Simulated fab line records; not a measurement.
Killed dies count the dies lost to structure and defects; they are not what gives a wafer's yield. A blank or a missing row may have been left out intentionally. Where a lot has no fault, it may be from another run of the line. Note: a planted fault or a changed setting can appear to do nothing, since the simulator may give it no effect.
fab line records	flow sky130
record: lots: 24	wafers: 72	last-day: 51
route steps=708 shown LDD_LDN@302 LI_CONTACT@365 CAP2M@617 METAL4@629 METAL5@662 PASSIVATION@681
lots untouched by any fault: they come from a run of this same line in which no faults occurred
start-h: the number of hours between the record's first day and the start of the first shown wafer of the lot	wait-h: hours since the lot's step before	" unchanged from the row above	L1.1+2: several wafers, shown together as one row	- either no value or no given start	* or withheld: withheld	< > ~ a bound
route shown NAME@n: names a module that has steps shown in the file, with the first one's number in the route	usual: the fault-free wafers' mean and standard deviation	same: alike in all rows	chamber/n: place in a boat	sites: the reading at each site	_std_site: the standard deviation of these	_edge_site: mean of outer sites minus mean of inner sites	radius-mm: for every site, how far away it sits from the centre of the wafer	mask NAME#n: copy n	behind: the last tool/chamber to shape the wafer	hold: what put the lot on hold/how long, in hours/how the hold closed	device: whichever transistor did not switch (one of n, p or np)	end of line: at the end of the route, the tests of the same wafers	where a step has no rows: the recipe by itself	killed: dies lost to structure and defects at the first sort, not the wafer's yield	map: shows each die of a wafer: x if killed, . if not, _ if none is there
set.NAME: setting as actually run; set.NAME@STEP: the setting as run at that earlier step	model.NAME: the simulator's own value behind a step, which no gauge read
a sample of lots followed through the steps of the route, with each step as a table and each wafer as a row
services: a tool's chamber out of use, with start hour (start-h, from the record's first day; less than 0 if before it), hours out, and reason
== steps ==
step: SKY_LDD_LDN_TW_MEAS_13
usual: LDD_LDN_TW: 1480/23
lot.wafer	tool	chamber	start-h	wait-h	LDD_LDN_TW
L074.1	film-metro-04	-	546.82	0.1	1492
L074.3	"	-	"	"	1493
L074.4	"	-	"	"	1487
L076.1	film-metro-04	-	567.32	0.1	1498
L076.2	"	-	"	"	1492
L076.4	"	-	"	"	1497
L077.4	film-metro-03	-	570.72	0.1	1492
L077.5	"	-	"	"	1478
L077.6	"	-	"	"	1486
L075.1	film-metro-03	-	571.52	0.1	1482
L075.4	"	-	"	"	1493
L075.6	"	-	"	"	1492
L078.1	film-metro-04	-	590.04	0.1	1493
L078.3	"	-	"	"	1487
L078.6	"	-	"	"	1499
L079.3	film-metro-04	-	594.51	0.1	1493
L079.5	"	-	"	"	1493
L079.6	"	-	"	"	1500
L081.1	film-metro-03	-	599.72	0.1	1492
L081.2	"	-	"	"	1496
L081.3	"	-	"	"	1491
L080.2	film-metro-04	-	601.34	0.1	1491
L080.4	"	-	"	"	1498
L080.5	"	-	"	"	1494
L082.2	film-metro-04	-	620.53	0.1	1490
L082.5	"	-	"	"	1504
L082.6	"	-	"	"	1495
L083.2	film-metro-01	-	625.28	0.1	1438
L083.4	"	-	"	"	1443
L083.6	"	-	"	"	1440
L084.1	film-metro-03	-	627.54	0.1	1479
L084.4	"	-	"	"	1488
L084.6	"	-	"	"	1492
L085.1	film-metro-01	-	641.72	0.1	1440
L085.4	"	-	"	"	1446
L085.5	"	-	"	"	1437
L087.3	film-metro-03	-	654.14	0.1	1484
L087.4	"	-	"	"	1490
L087.6	"	-	"	"	1481
L086.1	film-metro-01	-	656.79	0.1	1432
L086.4	"	-	"	"	1443
L086.5	"	-	"	"	1439
L088.3	film-metro-01	-	657.49	0.1	1445
L088.4	"	-	"	"	1435
L088.5	"	-	"	"	1451
L089.1	film-metro-04	-	675.22	0.1	1490
L089.2	"	-	"	"	1504
L089.5	"	-	"	"	1498
L090.3	film-metro-04	-	680.89	0.1	1495
L090.4	"	-	"	"	1495
L090.5	"	-	"	"	1498
L091.1	film-metro-03	-	681.17	0.1	1498
L091.3	"	-	"	"	1498
L091.6	"	-	"	"	1491
L092.1	film-metro-04	-	685.12	0.1	1498
L092.5	"	-	"	"	1503
L092.6	"	-	"	"	1507
L093.2	film-metro-01	-	689.18	0.1	1439
L093.3	"	-	"	"	1444
L093.4	"	-	"	"	1431
L094.2	film-metro-03	-	710.78	0.1	1487
L094.3	"	-	"	"	1496
L094.4	"	-	"	"	1494
L095.1	film-metro-01	-	714.89	0.1	1450
L095.4	"	-	"	"	1449
L095.5	"	-	"	"	1443
L096.1	film-metro-03	-	715.82	0.1	1506
L096.4	"	-	"	"	1496
L096.6	"	-	"	"	1504
L097.1	film-metro-03	-	733.27	0.1	1495
L097.3	"	-	"	"	1495
L097.4	"	-	"	"	1501
step: SKY_LI_CONTACT_BOW_MEAS_03
recipe: mode: bow
usual: LI_CONTACT_BOW: 55/6.7
lot.wafer	tool	chamber	start-h	wait-h	LI_CONTACT_BOW[um]
L074.1	film-metro-04	-	666.54	0.2	57
L074.3	"	-	"	"	60
L074.4	"	-	"	"	70
L076.1	film-metro-04	-	687.62	0.2	55
L076.2	"	-	"	"	55
L076.4	"	-	"	"	60
L077.4	film-metro-02	-	690.56	0.2	59
L077.5	"	-	"	"	54
L077.6	"	-	"	"	58
L075.1	film-metro-01	-	692.32	0.2	51
L075.4	"	-	"	"	65
L075.6	"	-	"	"	52
L078.1	film-metro-04	-	709.86	0.2	46
L078.3	"	-	"	"	54
L078.6	"	-	"	"	67
L079.3	film-metro-04	-	712.98	0.2	52
L079.5	"	-	"	"	54
L079.6	"	-	"	"	51
L081.1	film-metro-02	-	719.49	0.2	60
L081.2	"	-	"	"	52
L081.3	"	-	"	"	60
L080.2	film-metro-02	-	720.41	0.2	56
L080.4	"	-	"	"	42
L080.5	"	-	"	"	51
L082.2	film-metro-04	-	739.83	0.1	44
L082.5	"	-	"	"	59
L082.6	"	-	"	"	57
L083.2	film-metro-04	-	743.01	0.2	49
L083.4	"	-	"	"	50
L083.6	"	-	"	"	60
L084.1	film-metro-01	-	747.11	0.1	61
L084.4	"	-	"	"	54
L084.6	"	-	"	"	64
L085.1	film-metro-01	-	757.37	0.2	51
L085.4	"	-	"	"	52
L085.5	"	-	"	"	51
L087.3	film-metro-02	-	771.59	0.3	51
L087.4	"	-	"	"	47
L087.6	"	-	"	"	48
L086.1	film-metro-04	-	773.50	0.2	53
L086.4	"	-	"	"	58
L086.5	"	-	"	"	60
L088.3	film-metro-02	-	776.57	0.2	48
L088.4	"	-	"	"	59
L088.5	"	-	"	"	56
L089.1	film-metro-02	-	791.36	0.1	61
L089.2	"	-	"	"	51
L089.5	"	-	"	"	44
L090.3	film-metro-04	-	794.35	0.2	61
L090.4	"	-	"	"	59
L090.5	"	-	"	"	47
L091.1	film-metro-04	-	795.41	0.2	44
L091.3	"	-	"	"	53
L091.6	"	-	"	"	65
L092.1	film-metro-01	-	802.99	0.1	46
L092.5	"	-	"	"	70
L092.6	"	-	"	"	50
L093.2	film-metro-04	-	804.99	0.2	59
L093.3	"	-	"	"	62
L093.4	"	-	"	"	59
L094.2	film-metro-04	-	822.38	0.2	61
L094.3	"	-	"	"	57
L094.4	"	-	"	"	59
L095.1	film-metro-01	-	828.69	0.1	69
L095.4	"	-	"	"	56
L095.5	"	-	"	"	64
L096.1	film-metro-02	-	831.27	0.1	59
L096.4	"	-	"	"	58
L096.6	"	-	"	"	56
L097.1	film-metro-04	-	845.57	0.2	62
L097.3	"	-	"	"	58
L097.4	"	-	"	"	60
step: SKY_CAP2M_STRIP_14
recipe: chemistry: O2/N2	power-w: 1400	pressure-mtorr: 1500	platen-temp-c: withheld	o2-flow-sccm: 3000	n2-flow-sccm: 300	overash-fraction: 0.5
usual: drypump-motor-current-A: 6.0/0.4	oes-product-au: 0.710/0.0047	strip-time-to-endpoint-s: 12.67/0.049
lot.wafer	tool	chamber	start-h	wait-h	drypump-motor-current-A	oes-product-au	rf-hours-counter-h	strip-time-to-endpoint-s
L074.1	plasma-asher-04	1	976.97	0.1	6.0	0.710	57	12.71
L074.3	"	1	"	"	6.0	0.715	-	12.68
L074.4	"	0	"	"	6.4	0.711	-	12.72
L076.1	plasma-asher-01	0	995.65	0.1	5.2	0.716	113	12.67
L076.2	"	1	"	"	6.4	0.704	113	12.73
L076.4	"	1	"	"	6.4	0.708	-	12.69
L077.4	plasma-asher-01	0	998.72	0.1	5.2	0.712	-	12.63
L077.5	"	0	"	"	5.3	0.710	-	12.62
L077.6	"	1	"	"	6.4	0.718	-	12.65
L075.1	plasma-asher-03	1	1000.25	0.1	6.1	0.707	26	12.68
L075.4	"	0	"	"	6.0	0.708	-	12.69
L075.6	"	0	"	"	6.0	0.705	-	12.67
L078.1	plasma-asher-01	0	1014.71	0.1	5.3	0.707	115	12.63
L078.3	"	0	"	"	5.3	0.707	-	12.65
L078.6	"	1	"	"	6.4	0.709	-	12.63
L079.3	plasma-asher-04	0	1014.98	0.1	6.3	0.707	-	12.63
L079.5	"	0	"	"	6.4	0.713	-	12.62
L079.6	"	1	"	"	6.0	0.715	-	12.69
L081.1	plasma-asher-01	0	1022.99	0.1	5.2	0.710	116	12.72
L081.2	"	1	"	"	6.4	0.707	116	12.70
L081.3	"	1	"	"	6.3	0.711	-	12.68
L080.2	plasma-asher-03	1	1024.39	0.1	6.1	0.710	28	12.66
L080.4	"	0	"	"	6.1	0.713	-	12.69
L080.5	"	0	"	"	6.1	0.710	-	12.67
L082.2	plasma-asher-04	1	1039.84	0.1	6.0	0.715	63	12.69
L082.5	"	0	"	"	6.4	0.716	-	12.61
L082.6	"	1	"	"	6.0	0.708	-	12.66
L083.2	plasma-asher-01	1	1040.72	0.1	6.4	0.710	118	12.75
L083.4	"	0	"	"	5.3	0.713	-	12.62
L083.6	"	0	"	"	5.3	0.710	-	12.68
L084.1	plasma-asher-04	0	1043.45	0.1	6.4	0.710	63	12.60
L084.4	"	1	"	"	6.0	0.701	-	12.64
L084.6	"	1	"	"	6.0	0.714	-	12.68
L085.1	plasma-asher-01	0	1053.14	0.1	5.3	0.705	119	12.67
L085.4	"	0	"	"	5.3	0.718	-	12.67
L085.5	"	1	"	"	6.4	0.720	-	12.69
L087.3	plasma-asher-03	1	1064.67	0.1	6.1	0.707	-	12.65
L087.4	"	0	"	"	6.0	0.706	-	12.58
L087.6	"	1	"	"	6.1	0.704	-	12.62
L086.1	plasma-asher-01	1	1067.55	0.1	6.4	0.717	0	12.74
L086.4	"	0	"	"	5.3	0.705	-	12.66
L086.5	"	0	"	"	5.3	0.711	-	12.67
L088.3	plasma-asher-01	0	1070.52	0.1	5.3	0.705	-	12.69
L088.4	"	1	"	"	6.4	0.706	-	12.66
L088.5	"	0	"	"	5.3	0.709	-	12.69
L089.1	plasma-asher-03	1	1080.55	0.1	6.1	0.710	34	12.70
L089.2	"	0	"	"	6.1	0.709	34	12.72
L089.5	"	0	"	"	6.1	0.716	-	12.72
L090.3	plasma-asher-03	0	1082.77	0.1	6.1	0.711	-	12.63
L090.4	"	1	"	"	6.1	0.706	-	12.65
L090.5	"	1	"	"	6.1	0.708	-	12.66
L091.1	plasma-asher-03	0	1084.35	0.1	6.0	0.714	35	12.55
L091.3	"	0	"	"	6.0	0.715	-	12.60
L091.6	"	1	"	"	6.1	0.718	-	12.63
L092.1	plasma-asher-04	0	1088.72	0.1	6.4	0.715	68	12.75
L092.5	"	1	"	"	6.0	0.701	-	12.71
L092.6	"	0	"	"	6.4	0.709	-	12.73
L093.2	plasma-asher-04	1	1091.22	0.1	6.1	0.706	68	12.72
L093.3	"	1	"	"	6.0	0.706	-	12.77
L093.4	"	0	"	"	6.4	0.714	-	12.72
L094.2	plasma-asher-03	0	1107.04	0.1	6.1	0.713	37	12.77
L094.3	"	1	"	"	6.1	0.712	-	12.72
L094.4	"	0	"	"	6.1	0.705	-	12.80
L095.1	plasma-asher-01	0	1108.77	0.1	5.3	0.714	4	12.63
L095.4	"	1	"	"	6.4	0.711	-	12.69
L095.5	"	0	"	"	5.3	0.701	-	12.66
L096.1	plasma-asher-01	0	1112.22	0.1	5.2	0.712	4	12.60
L096.4	"	1	"	"	6.4	0.707	-	12.61
L096.6	"	1	"	"	6.4	0.714	-	12.59
L097.1	plasma-asher-03	0	1123.15	0.1	6.0	0.713	39	12.56
L097.3	"	0	"	"	6.1	0.702	-	12.53
L097.4	"	1	"	"	6.1	0.710	-	12.62
step: SKY_METAL4_CD_MEAS_13
recipe: target-cd-nm: 300
usual: cd-nm: 300.3/1.5
lot.wafer	tool	chamber	start-h	wait-h	cd-nm
L074.1	cd-sem-02	-	1002.11	-	301.8
L074.3	"	-	"	"	300.2
L074.4	"	-	"	"	301.0
L076.1	cd-sem-01	-	1019.33	-	301.7
L076.2	"	-	"	"	301.4
L076.4	"	-	"	"	300.4
L077.4	cd-sem-01	-	1022.77	-	298.8
L077.5	"	-	"	"	298.9
L077.6	"	-	"	"	298.4
L075.1	cd-sem-02	-	1024.53	-	302.7
L075.4	"	-	"	"	301.6
L075.6	"	-	"	"	301.0
L078.1	cd-sem-02	-	1038.78	-	302.5
L078.3	"	-	"	"	304.6
L078.6	"	-	"	"	302.6
L079.3	cd-sem-02	-	1039.52	-	301.5
L079.5	"	-	"	"	302.0
L079.6	"	-	"	"	302.1
L081.1	cd-sem-02	-	1046.96	-	301.3
L081.2	"	-	"	"	301.9
L081.3	"	-	"	"	300.3
L080.2	cd-sem-01	-	1048.65	-	298.6
L080.4	"	-	"	"	300.8
L080.5	"	-	"	"	299.1
L082.2	cd-sem-02	-	1062.68	-	299.4
L082.5	"	-	"	"	302.0
L082.6	"	-	"	"	300.6
L083.2	cd-sem-01	-	1063.33	-	299.9
L083.4	"	-	"	"	298.6
L083.6	"	-	"	"	300.7
L084.1	cd-sem-01	-	1066.18	-	301.5
L084.4	"	-	"	"	301.7
L084.6	"	-	"	"	300.5
L085.1	cd-sem-01	-	1075.48	-	298.0
L085.4	"	-	"	"	298.3
L085.5	"	-	"	"	297.9
L087.3	cd-sem-02	-	1087.22	-	298.4
L087.4	"	-	"	"	298.6
L087.6	"	-	"	"	299.2
L086.1	cd-sem-02	-	1089.33	-	299.3
L086.4	"	-	"	"	299.5
L086.5	"	-	"	"	299.7
L088.3	cd-sem-01	-	1092.97	-	299.0
L088.4	"	-	"	"	298.6
L088.5	"	-	"	"	296.9
L089.1	cd-sem-02	-	1103.01	-	300.6
L089.2	"	-	"	"	301.4
L089.5	"	-	"	"	301.8
L090.3	cd-sem-02	-	1104.82	-	297.9
L090.4	"	-	"	"	299.0
L090.5	"	-	"	"	299.5
L091.1	cd-sem-01	-	1106.86	-	298.9
L091.3	"	-	"	"	299.3
L091.6	"	-	"	"	300.5
L092.1	cd-sem-01	-	1110.43	-	298.9
L092.5	"	-	"	"	299.2
L092.6	"	-	"	"	298.7
L093.2	cd-sem-02	-	1113.00	-	299.8
L093.3	"	-	"	"	301.4
L093.4	"	-	"	"	301.1
L094.2	cd-sem-02	-	1128.40	-	301.3
L094.3	"	-	"	"	299.8
L094.4	"	-	"	"	299.9
L095.1	cd-sem-01	-	1130.36	-	301.4
L095.4	"	-	"	"	301.1
L095.5	"	-	"	"	301.6
L096.1	cd-sem-02	-	1133.31	-	302.4
L096.4	"	-	"	"	302.0
L096.6	"	-	"	"	301.9
L097.1	cd-sem-02	-	1143.73	-	300.6
L097.3	"	-	"	"	301.6
L097.4	"	-	"	"	301.4
step: SKY_METAL5_SPUTTER_01
recipe: material: TiN	target-thk-nm: 20	power-w: 6500	time-s: 16.7	chamber-pressure-pa: 0.4
usual: cathode-dc-power-W: 6499.8/1.2	throttle-valve-pct: 29.9/0.75
lot.wafer	tool	chamber	start-h	wait-h	cathode-dc-power-W	throttle-valve-pct
L074.1	pvd-sputter-03	-	1028.31	0.0	6499.8	28.6
L074.3	"	-	"	"	6497.7	29.5
L074.4	"	-	"	"	6499.3	30.0
L076.1	pvd-sputter-01	-	1045.83	0.0	6501.9	31.4
L076.2	"	-	"	"	6498.3	31.0
L076.4	"	-	"	"	6498.9	29.5
L077.4	pvd-sputter-03	-	1049.19	0.0	6499.2	28.9
L077.5	"	-	"	"	6499.4	29.9
L077.6	"	-	"	"	6498.5	28.7
L075.1	pvd-sputter-01	-	1050.64	0.0	6499.3	30.8
L075.4	"	-	"	"	6498.1	29.7
L075.6	"	-	"	"	6499.8	31.0
L078.1	pvd-sputter-01	-	1064.46	0.0	6501.4	31.1
L078.3	"	-	"	"	6500.6	31.0
L078.6	"	-	"	"	6499.7	29.8
L079.3	pvd-sputter-03	-	1065.21	0.0	6499.3	29.8
L079.5	"	-	"	"	6500.6	29.5
L079.6	"	-	"	"	6499.9	29.8
L081.1	pvd-sputter-04	-	1072.09	0.0	6499.4	30.6
L081.2	"	-	"	"	6501.5	30.1
L081.3	"	-	"	"	6499.6	29.4
L080.2	pvd-sputter-04	-	1074.08	0.0	6500.5	30.3
L080.4	"	-	"	"	6498.6	30.0
L080.5	"	-	"	"	6498.7	29.4
L082.2	pvd-sputter-03	-	1087.70	0.0	6499.1	28.9
L082.5	"	-	"	"	6500.8	29.9
L082.6	"	-	"	"	6500.7	29.6
L083.2	pvd-sputter-03	-	1088.25	0.0	6500.9	29.4
L083.4	"	-	"	"	6496.0	29.7
L083.6	"	-	"	"	6500.2	29.5
L084.1	pvd-sputter-04	-	1091.33	0.0	6500.2	30.2
L084.4	"	-	"	"	6501.1	29.4
L084.6	"	-	"	"	6498.7	29.9
L085.1	pvd-sputter-04	-	1099.75	0.0	6499.5	29.1
L085.4	"	-	"	"	6500.5	29.8
L085.5	"	-	"	"	6501.9	30.1
L087.3	pvd-sputter-03	-	1111.53	0.0	6501.5	29.6
L087.4	"	-	"	"	6499.0	29.8
L087.6	"	-	"	"	6500.4	29.9
L086.1	pvd-sputter-01	-	1113.13	0.0	6499.8	31.1
L086.4	"	-	"	"	6499.2	29.6
L086.5	"	-	"	"	6502.5	31.2
L088.3	pvd-sputter-04	-	1116.88	0.0	6500.1	29.2
L088.4	"	-	"	"	6502.1	30.7
L088.5	"	-	"	"	6501.7	29.7
L089.1	pvd-sputter-01	-	1126.56	0.0	6501.7	31.0
L089.2	"	-	"	"	6500.5	31.3
L089.5	"	-	"	"	6501.0	31.0
L090.3	pvd-sputter-01	-	1128.52	0.0	6501.2	29.4
L090.4	"	-	"	"	6498.7	30.8
L090.5	"	-	"	"	6500.1	31.2
L091.1	pvd-sputter-03	-	1130.89	0.0	6501.8	30.2
L091.3	"	-	"	"	6500.8	29.7
L091.6	"	-	"	"	6498.2	29.2
L092.1	pvd-sputter-03	-	1134.13	0.0	6501.1	28.8
L092.5	"	-	"	"	6498.6	29.5
L092.6	"	-	"	"	6499.3	30.0
L093.2	pvd-sputter-04	-	1136.39	0.0	6499.5	29.9
L093.3	"	-	"	"	6500.7	30.0
L093.4	"	-	"	"	6501.2	29.4
L094.2	pvd-sputter-03	-	1151.03	0.0	6500.6	29.7
L094.3	"	-	"	"	6500.1	29.9
L094.4	"	-	"	"	6499.5	29.5
L095.1	pvd-sputter-03	-	1152.53	0.0	6499.1	30.0
L095.4	"	-	"	"	6499.4	29.8
L095.5	"	-	"	"	6499.4	29.7
L096.1	pvd-sputter-03	-	1155.45	0.0	6500.0	29.8
L096.4	"	-	"	"	6500.6	29.7
L096.6	"	-	"	"	6499.5	30.0
L097.1	pvd-sputter-03	-	1165.65	0.0	6498.1	30.0
L097.3	"	-	"	"	6501.4	28.9
L097.4	"	-	"	"	6500.9	28.8
step: SKY_PASSIVATION_CVD_00
recipe: material: SiO2	target-thk-nm: 90	temp-c: 400	time-s: withheld	rf-w: 600
usual: heater-power-w: 680/68
lot.wafer	tool	chamber	start-h	wait-h	heater-power-w
L074.1	pecvd-01	0	1052.51	0.0	680
L074.3	"	2	"	"	767
L074.4	"	2	"	"	773
L076.1	pecvd-01	2	1069.09	0.0	750
L076.2	"	1	"	"	629
L076.4	"	1	"	"	638
L077.4	pecvd-04	1	1071.89	0.0	821
L077.5	"	0	"	"	550
L077.6	"	2	"	"	726
L075.1	pecvd-01	0	1073.91	0.0	647
L075.4	"	1	"	"	600
L075.6	"	0	"	"	663
L078.1	pecvd-01	1	1087.39	0.0	529
L078.3	"	0	"	"	675
L078.6	"	1	"	"	535
L079.3	pecvd-04	0	1088.52	0.0	643
L079.5	"	0	"	"	660
L079.6	"	2	"	"	654
L081.1	pecvd-03	2	1094.48	0.0	702
L081.2	"	1	"	"	755
L081.3	"	0	"	"	601
L080.2	pecvd-01	0	1096.77	0.0	679
L080.4	"	1	"	"	663
L080.5	"	0	"	"	688
L082.2	pecvd-01	2	1108.96	0.0	777
L082.5	"	0	"	"	684
L082.6	"	2	"	"	773
L083.2	pecvd-03	1	1110.09	0.0	594
L083.4	"	0	"	"	640
L083.6	"	1	"	"	616
L084.1	pecvd-04	2	1113.25	0.0	701
L084.4	"	1	"	"	717
L084.6	"	2	"	"	717
L085.1	pecvd-04	1	1122.01	0.0	735
L085.4	"	2	"	"	717
L085.5	"	1	"	"	747
L087.3	pecvd-01	0	1132.90	0.0	630
L087.4	"	2	"	"	739
L087.6	"	1	"	"	636
L086.1	pecvd-03	2	1134.29	0.0	625
L086.4	"	1	"	"	761
L086.5	"	0	"	"	577
L088.3	pecvd-04	0	1138.48	0.0	632
L088.4	"	2	"	"	772
L088.5	"	0	"	"	631
L089.1	pecvd-04	2	1147.33	0.0	763
L089.2	"	1	"	"	791
L089.5	"	0	"	"	630
L090.3	pecvd-04	0	1149.34	0.0	621
L090.4	"	1	"	"	818
L090.5	"	0	"	"	643
L091.1	pecvd-03	1	1151.43	0.0	646
L091.3	"	0	"	"	584
L091.6	"	1	"	"	663
L092.1	pecvd-01	0	1154.48	0.0	568
L092.5	"	2	"	"	741
L092.6	"	0	"	"	571
L093.2	pecvd-04	0	1156.53	0.0	658
L093.3	"	2	"	"	694
L093.4	"	1	"	"	689
L094.2	pecvd-04	0	1170.14	0.0	577
L094.3	"	2	"	"	675
L094.4	"	0	"	"	598
L095.1	pecvd-01	0	1171.89	0.0	687
L095.4	"	0	"	"	538
L095.5	"	2	"	"	786
L096.1	pecvd-03	2	1173.98	0.0	673
L096.4	"	0	"	"	637
L096.6	"	1	"	"	731
L097.1	pecvd-01	0	1185.14	0.0	685
L097.3	"	2	"	"	780
L097.4	"	0	"	"	686
== services ==
tool	chamber	start-h	hours	kind
pecvd-04	2	965.37	6.3	repair
pvd-sputter-03	2	970.01	-	consumable-replace:kit
pvd-sputter-03	2	970.01	18.0	scheduled-down
pvd-sputter-03	2	970.01	18.0	vent-cycle
pecvd-03	0	998.07	5.4	repair
plasma-asher-04	-	1010.60	1.7	repair
plasma-asher-01	-	1055.25	9.0	pm
pvd-sputter-04	-	1055.60	3.0	repair
pvd-sputter-04	-	1063.83	2.3	repair
pvd-sputter-03	-	1079.74	1.5	repair
plasma-asher-01	-	1084.03	2.5	repair
pvd-sputter-03	1	1087.84	-	consumable-replace:kit
pvd-sputter-03	1	1087.84	18.0	scheduled-down
pvd-sputter-03	1	1087.84	18.0	vent-cycle
plasma-asher-03	-	1137.64	2.8	pm
pvd-sputter-04	-	1147.25	17.0	repair
pvd-sputter-03	0	1148.78	-	consumable-replace:kit
pvd-sputter-03	0	1148.78	18.0	scheduled-down
pvd-sputter-03	0	1148.78	18.0	vent-cycle
plasma-asher-03	-	1158.95	4.1	repair
plasma-asher-01	-	1176.25	5.0	repair
pvd-sputter-03	-	1179.00	1.7	repair
pvd-sputter-04	-	1183.61	1.2	repair
pecvd-03	0	1183.87	4.4	repair
== key ==
fault none
